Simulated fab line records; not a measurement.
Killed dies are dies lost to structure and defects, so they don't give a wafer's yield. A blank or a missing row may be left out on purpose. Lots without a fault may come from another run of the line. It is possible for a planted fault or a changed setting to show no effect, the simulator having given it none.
Which of the tools did it?	flow gf180mcu	Sampling: 6 lots, 18 wafers, 2 of 602 route steps

## WHAT EACH GAUGE READ, for each wafer
GF_V5_OVL_MEAS_15.
lot	measured	on	V5_OVL (nm)
L195	day 27 07:31	overlay-01	-8 -3 -2
L197	day 28 00:43	overlay-01	-3 0 -4
L204	day 30 17:02	overlay-02	-5 -5 -11
L208	day 31 10:24	overlay-01	-3 0 -2
L210	day 32 00:10	overlay-01	-10 -11 -9
L215	day 32 20:31	overlay-02	-4 -2 -1

## WHICH TOOL RAN EACH LOT (tool, then ch and the chambers of the sampled wafers, then the start)
lot	GF_V3_CVD_23
L195	cvd_w-02 ch 0,1, day 22 13:50
L197	cvd_w-01 ch 0, day 23 08:55
L204	cvd_w-01 ch 0,1, day 26 11:51
L208	cvd_w-01 ch 0,1, day 27 07:43
L210	cvd_w-02 ch 0,1, day 27 21:23
L215	cvd_w-02 ch 0,1, day 28 22:34
- GF_V3_CVD_23: deposits W, target thk 350 nm, time 104.9 s.

## THE ANSWER, worked out from the rows above alone
Rule: what is usual is taken from the lots themselves. The widest of any qualifying gaps counts: lots, ordered by their means at a reading, are off when they make up no more than a third of the lots, leave a main group of 4 or more, and stand apart from it by 3 or more times the standard deviation of that group's means. If all means in a main group match to the digits the tables above print for the reading, that group is not used. A lot without any number at a reading at which 4 lots or more have one is off too. The other lots that the step has rows for count as sound.
No lot is off at any reading shown: from this, nothing can be told.

## WHAT THE SIMULATOR HAD PUT IN
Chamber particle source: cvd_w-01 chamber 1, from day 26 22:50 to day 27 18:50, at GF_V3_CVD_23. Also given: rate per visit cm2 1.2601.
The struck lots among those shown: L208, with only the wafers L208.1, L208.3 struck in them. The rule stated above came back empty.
